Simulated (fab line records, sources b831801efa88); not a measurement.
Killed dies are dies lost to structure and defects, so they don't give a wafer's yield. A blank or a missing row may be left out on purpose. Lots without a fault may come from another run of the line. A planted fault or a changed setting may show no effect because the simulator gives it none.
Problem report in the 8D (eight disciplines) form, filled by code | flow sky130 | the parts of the form that need people (team, actions taken, sign-off) are left out

1. THE PROBLEM
temp_c at SKY_FIELD_ISO_WET_ETCH_28 reads a mean of 41.49 C on 3 wafers of 1 lot; wafers without a fault read 24.97 C with a standard deviation of 0.093. That is +99 or more standard deviations from the usual mean.
The step: etches SiO2 in dHF, target depth 23.7 nm, time 47 s.
First seen on wafer L417.1, day 4 18:47, on wet_bench-01. The record holds 15 wafers of 5 lots with a number at this step. Rule for "out", or "out of limits": more than 4 standard deviations from the usual mean. The other wafers with a number count as sound.

2. WHAT IT IS AND WHAT IT IS NOT
question                    | is                         | is not
which readings at this step | temp_c, bath_heat_duty_pct | -
which lots                  | L417                       | L406, L419, L425, L429
which wafers of those lots  | all that have a number     | -
read on which tools         | wet_bench-01               | wet_bench-03
when                        | from day 4 18:47           | up to then (3 sound wafers); but 9 sound wafers of L419, L425, L429 came after

3. SUSPECTS, AND WHAT RULES EACH OUT
Counting: a tool at a process step up to the reading stays a suspect if it ran every lot that is out and no sound lot after the first of them.
- plasma_asher-04 at SKY_FIELD_ISO_STRIP_16 (strips in O2/N2): ruled out as a lasting fault. Sound lots L425 ran on it after its first lot that is out, L417 (day 4 13:24).
- rie_si-01 at SKY_FIELD_ISO_ETCH_17 (etches Si in HBr/Cl2/O2, target depth 342 nm, time 97.7 s): ruled out as a lasting fault. Sound lots L425, L429 ran on it after its first lot that is out, L417 (day 4 13:30).
- cmp-01 at SKY_FIELD_ISO_CMP_27 (polishes, stops on Si3N4, t overpolish 16 s, target thk 457.8 nm): ruled out as a lasting fault. Sound lots L425 ran on it after its first lot that is out, L417 (day 4 18:32).
- wet_bench-01 at SKY_FIELD_ISO_WET_ETCH_28 (etches SiO2 in dHF, target depth 23.7 nm, time 47 s): kept. It ran the lot that is out, L417 (day 4 18:47), and no sound lot after that; its last sound lot up to then is L406 (day 2 12:31). Its own readings are out on those wafers: bath_heat_duty_pct, temp_c.
Left after counting: wet_bench-01 at SKY_FIELD_ISO_WET_ETCH_28.

4. THE CAUSE (what the simulator had put in)
Process parameter drift: wet_bench-01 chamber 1, from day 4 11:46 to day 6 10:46, at SKY_FIELD_ISO_WET_ETCH_28. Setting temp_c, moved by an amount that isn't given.
Counting left only this tool.

5. THE CHAIN OF EFFECTS, in route order
Each row: a reading whose mean over the struck wafers that have a number lies more than 3 standard deviations from the usual. Only readings for which the record gives a usual standard deviation are gone through. hours: the time from each lot's start at the first step in this table that gives one to its start at this step, as a median over the lots. sigmas: the change in usual standard deviations.
hours | step                      | reading            | usual   | on struck wafers | change | sigmas
0     | SKY_FIELD_ISO_WET_ETCH_28 | bath_heat_duty_pct | 6.4 %   | 24.7             | +18.3  | +22
0     | SKY_FIELD_ISO_WET_ETCH_28 | temp_c             | 24.97 C | 41.49            | +16.52 | +99 or more
The process steps in it:
- SKY_FIELD_ISO_WET_ETCH_28: etches SiO2 in dHF, target depth 23.7 nm, time 47 s.
Later measuring or inspecting steps at which every struck wafer that the step has a row for has a number for every such reading, and none has moved that far: SKY_NWELL_THK_MEAS_02, SKY_DNWELL_TW_MEAS_09, SKY_PWDE_OVL_MEAS_07, SKY_PWDE_TW_MEAS_10.

6. WHAT WOULD HAVE CAUGHT IT SOONER
In this record the first reading out of limits was taken at day 4 18:47, 7 hours after the fault began at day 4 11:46.
